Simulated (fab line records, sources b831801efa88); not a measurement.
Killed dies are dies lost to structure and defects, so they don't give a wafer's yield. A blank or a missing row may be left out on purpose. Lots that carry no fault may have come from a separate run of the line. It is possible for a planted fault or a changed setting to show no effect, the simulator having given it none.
fab line records + flow sky130
record:
- lots: 12
- wafers: 36
- lastDay: 48
route steps=708 shown RES_XHIGH@340 VIA2@510 VIA3@588 PAD_OPEN@708
lots that met no fault: taken from a fault-free run of the same line
startH: start of the lot's first displayed wafer, in hours after the record's first day + waitH: hours since the lot's step before + " identical to the entry in the row above + L1.1+2: a single row standing in for several wafers + - no value present, or no start provided + * or withheld: withheld + < > ~ a bound
route shown NAME@n: a module of which the file shows steps, and the number in the route of the first + usual: mean/standard deviation taken from wafers without a fault + same: alike in all rows + chamber/n: place in a boat + sites: each site's reading + _std_site: the standard deviation of these + _edge_site: outer sites' mean less inner sites' + radiusMm: for every site, how far away it sits from the centre of the wafer + mask NAME#n: copy n + behind: the most recent tool/chamber to have shaped the wafer + hold: reason for holding the lot/hours on hold/outcome of the hold + device: the transistor (n, p or np) that didn't switch + end of line: the same wafers' tests at the end of the route + where a step has no rows: the recipe by itself + killed: count of dies lost to structure and defects at first sort (not the wafer's yield) + map: per-die view of a wafer (x killed, . not killed, _ where there is no die)
set.NAME: the setting as run; set.NAME@STEP: as run at that earlier step + model.NAME: the simulator's own value behind a step, which no gauge read
a sample of lots followed through the steps of the route, with each step as a table and each wafer as a row
services: a tool's chamber out of use, with start hour (startH, from the record's first day; less than 0 if before it), hours out, and reason
== steps ==
step: SKY_RES_XHIGH_STRIP_08
recipe:
- chemistry: O2/N2
- powerW: 1400
- pressureMtorr: 1500
- platenTempC: withheld
- o2FlowSccm: 3000
- n2FlowSccm: 300
- overashFraction: 0.5
usual:
- drypumpMotorCurrentA: 5.6/0.42
- oesProductAu: 0.710/0.0048
- stripTimeToEndpointS: 14.29/0.035
| lot.wafer | tool           | chamber | startH | waitH | drypumpMotorCurrentA | oesProductAu | rfHoursCounterH | stripTimeToEndpointS |
|-----------|----------------|---------|--------|-------|----------------------|--------------|-----------------|----------------------|
| L576.3    | plasmaAsher-01 | 1       | 620.47 | 0.1   | 5.2                  | 0.708        | -               | 14.30                |
| L576.4    | "              | 0       | "      | "     | 5.5                  | 0.712        | -               | 14.28                |
| L576.5    | "              | 1       | "      | "     | 5.2                  | 0.719        | -               | 14.29                |
| L578.1    | plasmaAsher-02 | 1       | 633.94 | 0.1   | 6.1                  | 0.715        | 86              | 14.33                |
| L578.3    | "              | 0       | "      | "     | 6.0                  | 0.718        | -               | 14.31                |
| L578.6    | "              | 1       | "      | "     | 6.1                  | 0.703        | -               | 14.31                |
| L579.1    | plasmaAsher-02 | 1       | 653.30 | 0.1   | 6.1                  | 0.718        | 88              | 14.25                |
| L579.3    | "              | 1       | "      | "     | 6.2                  | 0.704        | -               | 14.29                |
| L579.5    | "              | 1       | "      | "     | 6.1                  | 0.709        | -               | 14.26                |
| L580.1    | plasmaAsher-02 | 0       | 669.16 | 0.1   | 6.0                  | 0.711        | 89              | 14.24                |
| L580.5    | "              | 0       | "      | "     | 5.9                  | 0.706        | -               | 14.26                |
| L580.6    | "              | 1       | "      | "     | 6.1                  | 0.703        | -               | 14.31                |
| L582.1    | plasmaAsher-03 | 0       | 677.74 | 0.1   | 4.8                  | 0.708        | 99              | 14.38                |
| L582.3    | "              | 1       | "      | "     | 5.5                  | 0.710        | -               | 14.35                |
| L582.6    | "              | 1       | "      | "     | 5.5                  | 0.716        | -               | 14.35                |
| L583.2    | plasmaAsher-01 | 0       | 686.49 | 0.1   | 5.5                  | 0.711        | 52              | 14.29                |
| L583.4    | "              | 0       | "      | "     | 5.5                  | 0.713        | -               | 14.31                |
| L583.6    | "              | 0       | "      | "     | 5.5                  | 0.715        | -               | 14.27                |
| L584.1    | plasmaAsher-02 | 1       | 699.40 | 0.1   | 6.2                  | 0.715        | 92              | 14.35                |
| L584.2    | "              | 0       | "      | "     | 6.0                  | 0.708        | 92              | 14.28                |
| L584.3    | "              | 1       | "      | "     | 6.2                  | 0.712        | -               | 14.30                |
| L585.1    | plasmaAsher-02 | 1       | 707.05 | 0.1   | 6.1                  | 0.709        | 93              | 14.32                |
| L585.3    | "              | 0       | "      | "     | 6.0                  | 0.718        | -               | 14.32                |
| L585.6    | "              | 0       | "      | "     | 6.0                  | 0.714        | -               | 14.30                |
| L586.2    | plasmaAsher-01 | 1       | 710.39 | 0.1   | 5.2                  | 0.710        | 54              | 14.28                |
| L586.4    | "              | 1       | "      | "     | 5.2                  | 0.711        | -               | 14.34                |
| L586.5    | "              | 0       | "      | "     | 5.5                  | 0.714        | -               | 14.32                |
| L588.3    | plasmaAsher-02 | 0       | 730.48 | 0.1   | 6.0                  | 0.716        | -               | 14.30                |
| L588.4    | "              | 1       | "      | "     | 6.1                  | 0.707        | -               | 14.30                |
| L588.6    | "              | 0       | "      | "     | 5.9                  | 0.704        | -               | 14.27                |
| L590.1    | plasmaAsher-02 | 0       | 740.06 | 0.1   | 6.0                  | 0.709        | 98              | 14.32                |
| L590.2    | "              | 1       | "      | "     | 6.2                  | 0.707        | 98              | 14.24                |
| L590.3    | "              | 1       | "      | "     | 6.2                  | 0.714        | -               | 14.22                |
| L591.2    | plasmaAsher-02 | 0       | 740.96 | 0.1   | 6.0                  | 0.707        | 98              | 14.29                |
| L591.4    | "              | 0       | "      | "     | 6.0                  | 0.717        | -               | 14.27                |
| L591.6    | "              | 0       | "      | "     | 6.0                  | 0.719        | -               | 14.34                |
step: SKY_VIA2_BOW_MEAS_03
recipe:
- mode: bow
usual:
- VIA2_BOW: 87/7.3
| lot.wafer | tool         | chamber | startH | waitH | VIA2_BOW[um] |
|-----------|--------------|---------|--------|-------|--------------|
| L576.3    | filmMetro-03 | -       | 822.14 | 0.2   | 81           |
| L576.4    | "            | -       | "      | "     | 81           |
| L576.5    | "            | -       | "      | "     | 86           |
| L578.1    | filmMetro-01 | -       | 832.82 | 0.2   | 83           |
| L578.3    | "            | -       | "      | "     | 93           |
| L578.6    | "            | -       | "      | "     | 96           |
| L579.1    | filmMetro-01 | -       | 854.76 | 0.2   | 82           |
| L579.3    | "            | -       | "      | "     | 74           |
| L579.5    | "            | -       | "      | "     | 75           |
| L580.1    | filmMetro-03 | -       | 870.37 | 0.1   | 84           |
| L580.5    | "            | -       | "      | "     | 77           |
| L580.6    | "            | -       | "      | "     | 82           |
| L582.1    | filmMetro-01 | -       | 876.36 | 0.1   | 99           |
| L582.3    | "            | -       | "      | "     | 95           |
| L582.6    | "            | -       | "      | "     | 76           |
| L583.2    | filmMetro-02 | -       | 886.50 | 0.3   | 87           |
| L583.4    | "            | -       | "      | "     | 85           |
| L583.6    | "            | -       | "      | "     | 86           |
| L584.1    | filmMetro-03 | -       | 896.89 | 0.2   | 75           |
| L584.2    | "            | -       | "      | "     | 78           |
| L584.3    | "            | -       | "      | "     | 74           |
| L585.1    | filmMetro-01 | -       | 903.91 | 0.1   | 86           |
| L585.3    | "            | -       | "      | "     | 89           |
| L585.6    | "            | -       | "      | "     | 85           |
| L586.2    | filmMetro-02 | -       | 905.90 | 0.1   | 89           |
| L586.4    | "            | -       | "      | "     | 89           |
| L586.5    | "            | -       | "      | "     | 85           |
| L588.3    | filmMetro-02 | -       | 925.90 | 0.3   | 89           |
| L588.4    | "            | -       | "      | "     | 101          |
| L588.6    | "            | -       | "      | "     | 95           |
| L590.1    | filmMetro-01 | -       | 933.27 | 0.1   | 76           |
| L590.2    | "            | -       | "      | "     | 87           |
| L590.3    | "            | -       | "      | "     | 74           |
| L591.2    | filmMetro-03 | -       | 935.18 | 0.3   | 85           |
| L591.4    | "            | -       | "      | "     | 85           |
| L591.6    | "            | -       | "      | "     | 88           |
step: SKY_VIA2_ETCH_14
recipe:
- chemistry: N2/H2
- target: BARC
- ionEnergyEv: 200
- sourceW: 500
- biasW: 100
- pressureMtorr: 30
- n2FlowSccm: 100
- h2FlowSccm: 200
- stopOn: SiO2
- timeS: 45.9
- targetDepthA: 600
usual:
- drypumpMotorCurrentA: 5.89/0.27
- oesProductAu: 0.855/0.0053
- throttleValvePct: 13.226/0.0093
| lot.wafer | tool       | chamber | startH | waitH | drypumpMotorCurrentA | oesProductAu | rfHoursCounterH | throttleValvePct |
|-----------|------------|---------|--------|-------|----------------------|--------------|-----------------|------------------|
| L576.3    | rieDiel-01 | 0       | 848.96 | 0.0   | 5.60                 | 0.848        | 23              | 13.217           |
| L576.4    | "          | 3       | "      | "     | 5.47                 | 0.855        | 10              | 13.211           |
| L576.5    | "          | 2       | "      | "     | 6.11                 | 0.860        | -               | 13.229           |
| L578.1    | rieDiel-04 | 1       | 859.81 | 0.0   | 6.22                 | 0.857        | 13              | 13.230           |
| L578.3    | "          | 2       | "      | "     | 5.82                 | 0.859        | 18              | 13.228           |
| L578.6    | "          | 0       | "      | "     | 6.03                 | 0.862        | -               | 13.226           |
| L579.1    | rieDiel-04 | 1       | 880.56 | 0.0   | 6.20                 | 0.848        | 13              | 13.228           |
| L579.3    | "          | 3       | "      | "     | 5.67                 | 0.845        | 16              | 13.220           |
| L579.5    | "          | 0       | "      | "     | 6.05                 | 0.851        | -               | 13.210           |
| L580.1    | rieDiel-01 | 0       | 896.06 | 0.0   | 5.59                 | 0.865        | 25              | 13.232           |
| L580.5    | "          | 0       | "      | "     | 5.60                 | 0.854        | -               | 13.234           |
| L580.6    | "          | 1       | "      | "     | 5.63                 | 0.854        | -               | 13.219           |
| L582.1    | rieDiel-04 | 1       | 901.96 | 0.0   | 6.20                 | 0.846        | 14              | 13.220           |
| L582.3    | "          | 2       | "      | "     | 5.81                 | 0.856        | 19              | 13.230           |
| L582.6    | "          | 2       | "      | "     | 5.81                 | 0.855        | -               | 13.211           |
| L583.2    | rieDiel-01 | 1       | 911.91 | 0.0   | 5.63                 | 0.852        | 16              | 13.236           |
| L583.4    | "          | 3       | "      | "     | 5.45                 | 0.857        | 12              | 13.233           |
| L583.6    | "          | 0       | "      | "     | 5.58                 | 0.856        | -               | 13.229           |
| L584.1    | rieDiel-04 | 1       | 922.16 | 0.0   | 6.23                 | 0.851        | 14              | 13.222           |
| L584.2    | "          | 2       | "      | "     | 5.83                 | 0.851        | 20              | 13.224           |
| L584.3    | "          | 3       | "      | "     | 5.70                 | 0.849        | 18              | 13.232           |
| L585.1    | rieDiel-04 | 2       | 929.11 | 0.0   | 5.81                 | 0.845        | 20              | 13.228           |
| L585.3    | "          | 0       | "      | "     | 6.03                 | 0.847        | 19              | 13.226           |
| L585.6    | "          | 0       | "      | "     | 6.04                 | 0.848        | -               | 13.210           |
| L586.2    | rieDiel-04 | 0       | 930.11 | 0.0   | 5.99                 | 0.863        | 19              | 13.214           |
| L586.4    | "          | 1       | "      | "     | 6.21                 | 0.850        | 15              | 13.234           |
| L586.5    | "          | 3       | "      | "     | 5.69                 | 0.858        | -               | 13.232           |
| L588.3    | rieDiel-03 | 3       | 950.26 | 0.0   | 5.93                 | 0.850        | 8               | 13.215           |
| L588.4    | "          | 0       | "      | "     | 6.54                 | 0.859        | 11              | 13.228           |
| L588.6    | "          | 2       | "      | "     | 5.83                 | 0.859        | -               | 13.238           |
| L590.1    | rieDiel-03 | 2       | 957.31 | 0.0   | 5.77                 | 0.862        | 9               | 13.237           |
| L590.2    | "          | 1       | "      | "     | 6.38                 | 0.860        | 2               | 13.225           |
| L590.3    | "          | 3       | "      | "     | 5.91                 | 0.849        | 8               | 13.230           |
| L591.2    | rieDiel-03 | 2       | 959.55 | 0.0   | 5.79                 | 0.851        | 9               | 13.230           |
| L591.4    | "          | 1       | "      | "     | 6.38                 | 0.853        | -               | 13.234           |
| L591.6    | "          | 3       | "      | "     | 5.90                 | 0.861        | -               | 13.227           |
step: SKY_VIA3_ETCH_15
recipe:
- target: SiO2
- chemistry: C4F8/O2/Ar
- targetDepthNm: 507
- stopOn: TiN
- maskMaterial: KrF-thick
- sourceW: 1500
- biasW: 1200
- pressureMtorr: 40
- c4f8FlowSccm: withheld
- O2_flow_sccm: 6
- Ar_flow_sccm: 300
- timeS: 78
usual:
- oesProductAu: 0.947/0.0047
| lot.wafer | tool       | chamber | startH  | waitH | oesProductAu | rfHoursCounterH |
|-----------|------------|---------|---------|-------|--------------|-----------------|
| L576.3    | rieDiel-02 | 1       | 929.39  | 0.0   | 0.943        | 7               |
| L576.4    | "          | 3       | "       | "     | 0.949        | 18              |
| L576.5    | "          | 0       | "       | "     | 0.950        | -               |
| L578.1    | rieDiel-02 | 2       | 939.14  | 0.0   | 0.950        | 12              |
| L578.3    | "          | 3       | "       | "     | 0.942        | 18              |
| L578.6    | "          | 1       | "       | "     | 0.949        | -               |
| L579.1    | rieDiel-02 | 2       | 958.60  | 0.0   | 0.942        | 13              |
| L579.3    | "          | 1       | "       | "     | 0.951        | 8               |
| L579.5    | "          | 1       | "       | "     | 0.952        | -               |
| L580.1    | rieDiel-01 | 0       | 974.05  | 0.0   | 0.948        | 28              |
| L580.5    | "          | 0       | "       | "     | 0.955        | -               |
| L580.6    | "          | 2       | "       | "     | 0.946        | -               |
| L582.1    | rieDiel-02 | 0       | 979.09  | 0.0   | 0.948        | 25              |
| L582.3    | "          | 2       | "       | "     | 0.948        | 14              |
| L582.6    | "          | 2       | "       | "     | 0.946        | -               |
| L583.2    | rieDiel-04 | 1       | 986.99  | 0.0   | 0.944        | 16              |
| L583.4    | "          | 2       | "       | "     | 0.939        | 22              |
| L583.6    | "          | 0       | "       | "     | 0.956        | -               |
| L584.1    | rieDiel-02 | 0       | 998.49  | 0.0   | 0.941        | 26              |
| L584.2    | "          | 1       | "       | "     | 0.954        | 9               |
| L584.3    | "          | 3       | "       | "     | 0.945        | 20              |
| L585.1    | rieDiel-02 | 0       | 1005.35 | 0.0   | 0.958        | 26              |
| L585.3    | "          | 1       | "       | "     | 0.945        | 9               |
| L585.6    | "          | 1       | "       | "     | 0.947        | -               |
| L586.2    | rieDiel-04 | 1       | 1005.79 | 0.0   | 0.953        | 17              |
| L586.4    | "          | 3       | "       | "     | 0.950        | 20              |
| L586.5    | "          | 3       | "       | "     | 0.954        | -               |
| L588.3    | rieDiel-01 | 1       | 1025.70 | 0.0   | 0.942        | 20              |
| L588.4    | "          | 0       | "       | "     | 0.947        | 29              |
| L588.6    | "          | 2       | "       | "     | 0.942        | -               |
| L590.1    | rieDiel-04 | 1       | 1031.19 | 0.0   | 0.945        | 18              |
| L590.2    | "          | 3       | "       | "     | 0.944        | 21              |
| L590.3    | "          | 0       | "       | "     | 0.945        | 22              |
| L591.2    | rieDiel-04 | 2       | 1033.19 | 0.0   | 0.944        | 23              |
| L591.4    | "          | 1       | "       | "     | 0.945        | 18              |
| L591.6    | "          | 1       | "       | "     | 0.939        | -               |
step: SKY_PAD_OPEN_PROBE_99
usual:
- killed_at_M0_to_M3: 44/7.5
- killed_at_M4_up: 3.3/1.8
- killedAtContacts: 25/5.9
- killedAtFrontEnd: 16/4.7
- killedAtOther: 0.3/0.52
- killedDies: 89/9.9
- killedOpen: 49/7.8
- killedShort: 40/5.8
same:
- grossDies: 492
- killedAtBackSide: 0
| lot.wafer | tool      | chamber | startH  | waitH | killed_at_M0_to_M3 | killed_at_M4_up | killedAtContacts | killedAtFrontEnd | killedAtOther | killedDies | killedOpen | killedShort |
|-----------|-----------|---------|---------|-------|--------------------|-----------------|------------------|------------------|---------------|------------|------------|-------------|
| L590.1    | prober-01 | -       | 1162.79 | 0.1   | 44                 | 4               | 19               | 13               | 46            | 126        | 36         | 44          |
| L590.2    | prober-01 | -       | 1162.84 | 0.1   | 39                 | 1               | 26               | 35               | 42            | 143        | 59         | 43          |
| L590.3    | prober-01 | -       | 1162.89 | 0.2   | 51                 | 5               | 21               | 14               | 49            | 140        | 50         | 41          |
| L591.2    | prober-02 | -       | 1163.16 | 0.1   | 41                 | 8               | 21               | 13               | 50            | 133        | 44         | 39          |
| L591.4    | prober-02 | -       | 1163.26 | 0.2   | 38                 | 5               | 24               | 17               | 44            | 128        | 45         | 39          |
| L591.6    | prober-02 | -       | 1163.36 | 0.2   | 48                 | 2               | 18               | 19               | 51            | 138        | 47         | 40          |
killed by level:class
L590.1 RES_XHIGH:unspecified=46 VIA1:geometricParticle:open=9 METAL2:geometricParticle:short=8 CONTACT:geometricParticle:open=7 VIA1:geometricParticle:short=6 VIA2:geometricParticle:short=6 LI_CONTACT:geometricParticle:open=5 FIELD_ISO:geometricParticle:open=4
L590.2 RES_XHIGH:unspecified=41 CONTACT:geometricParticle:open=12 FIELD_ISO:geometricParticle:open=8 VIA1:geometricParticle:open=8 POLY_GATE:geometricParticle:short=7 POLY_GATE:geometricParticle:open=7 LI_CONTACT:geometricParticle:open=6 VIA2:geometricParticle:open=6
L590.3 RES_XHIGH:unspecified=49 VIA1:geometricParticle:open=14 VIA1:geometricParticle:short=9 LI_CONTACT:geometricParticle:open=7 CONTACT:geometricParticle:open=7 METAL2:geometricParticle:short=7 VIA2:geometricParticle:short=6 VIA3:geometricParticle:open=6
L591.2 RES_XHIGH:unspecified=50 VIA1:geometricParticle:open=9 CONTACT:geometricParticle:open=8 METAL4:geometricParticle:short=7 VIA2:geometricParticle:open=7 LI_CONTACT:geometricParticle:open=5 METAL3:geometricParticle:short=5 VIA1:geometricParticle:short=4
L591.4 RES_XHIGH:unspecified=44 LI_CONTACT:geometricParticle:open=8 VIA1:geometricParticle:open=8 VIA3:geometricParticle:open=7 FIELD_ISO:geometricParticle:short=5 LOCAL_INTERCONNECT:geometricParticle:short=5 CONTACT:geometricParticle:open=5 METAL3:geometricParticle:short=5
L591.6 RES_XHIGH:unspecified=51 VIA1:geometricParticle:open=11 VIA2:geometricParticle:short=7 CONTACT:geometricParticle:open=6 VIA3:geometricParticle:open=5 FIELD_ISO:geometricParticle:short=4 POLY_GATE:geometricParticle:short=4 LI_CONTACT:geometricParticle:open=4
== services ==
| tool           | chamber | startH  | hours | kind   |
|----------------|---------|---------|-------|--------|
| rieDiel-04     | -       | 596.56  | 2.8   | pm     |
| rieDiel-04     | 3       | 612.09  | 41.9  | repair |
| rieDiel-04     | 0       | 616.73  | 3.7   | repair |
| rieDiel-02     | 0       | 633.15  | 6.5   | repair |
| rieDiel-01     | 1       | 641.87  | 4.3   | repair |
| rieDiel-02     | 0       | 643.37  | 22.0  | repair |
| rieDiel-04     | -       | 664.50  | 2.4   | repair |
| plasmaAsher-02 | -       | 680.40  | 2.8   | pm     |
| rieDiel-02     | 1       | 699.73  | 1.3   | repair |
| rieDiel-02     | -       | 745.55  | 1.6   | repair |
| rieDiel-04     | -       | 749.29  | 6.0   | repair |
| rieDiel-04     | 1       | 750.89  | 16.3  | repair |
| plasmaAsher-02 | -       | 757.55  | 0.7   | repair |
| rieDiel-02     | 2       | 770.17  | 21.8  | repair |
| rieDiel-02     | -       | 879.08  | 2.8   | pm     |
| rieDiel-02     | 0       | 894.01  | 8.1   | repair |
| rieDiel-02     | 0       | 903.26  | 8.6   | repair |
| plasmaAsher-02 | -       | 913.48  | 23.6  | repair |
| rieDiel-04     | -       | 953.94  | 1.1   | repair |
| rieDiel-02     | -       | 957.49  | 0.4   | repair |
| plasmaAsher-02 | -       | 968.65  | 28.1  | pm     |
| rieDiel-04     | 2       | 975.21  | 1.2   | repair |
| rieDiel-02     | 1       | 1013.52 | 52.5  | repair |
| plasmaAsher-02 | -       | 1029.87 | 4.6   | repair |
== key ==
firstSign:
- step: SKY_PAD_OPEN_PROBE_99
- reading: killedAtOther
- direction: up
- sigmas: 47
- usual: 0.3
- struck: 47
effect:
- step: SKY_PAD_OPEN_PROBE_99
- reading: killedDies
- direction: up
- sigmas: 4.6
- usual: 89
- struck: 135
metAt SKY_RES_XHIGH_STRIP_08
struckLots L590,L591
testerLeftOut L590,L591
notActingAt SKY_VIA2_BOW_MEAS_03,SKY_VIA2_ETCH_14,SKY_VIA3_ETCH_15
onsetBetween 730.48 740.06
alsoFits time
fault:
- kind: chamberParticleSource
- tool: plasmaAsher-02
- chamber: -
- onsetH: 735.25
- steps: SKY_RES_XHIGH_STRIP_08
- ratePerVisitCm2: 0.68439
- endH: 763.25
testerLeftOut: of these lots the tester's yield and bins aren't shown, on N5 and GAA mostly nor the transistor test; their killed dies are dies lost to structure and defects alone, not to doping, threshold or leakage, so they don't give the yield
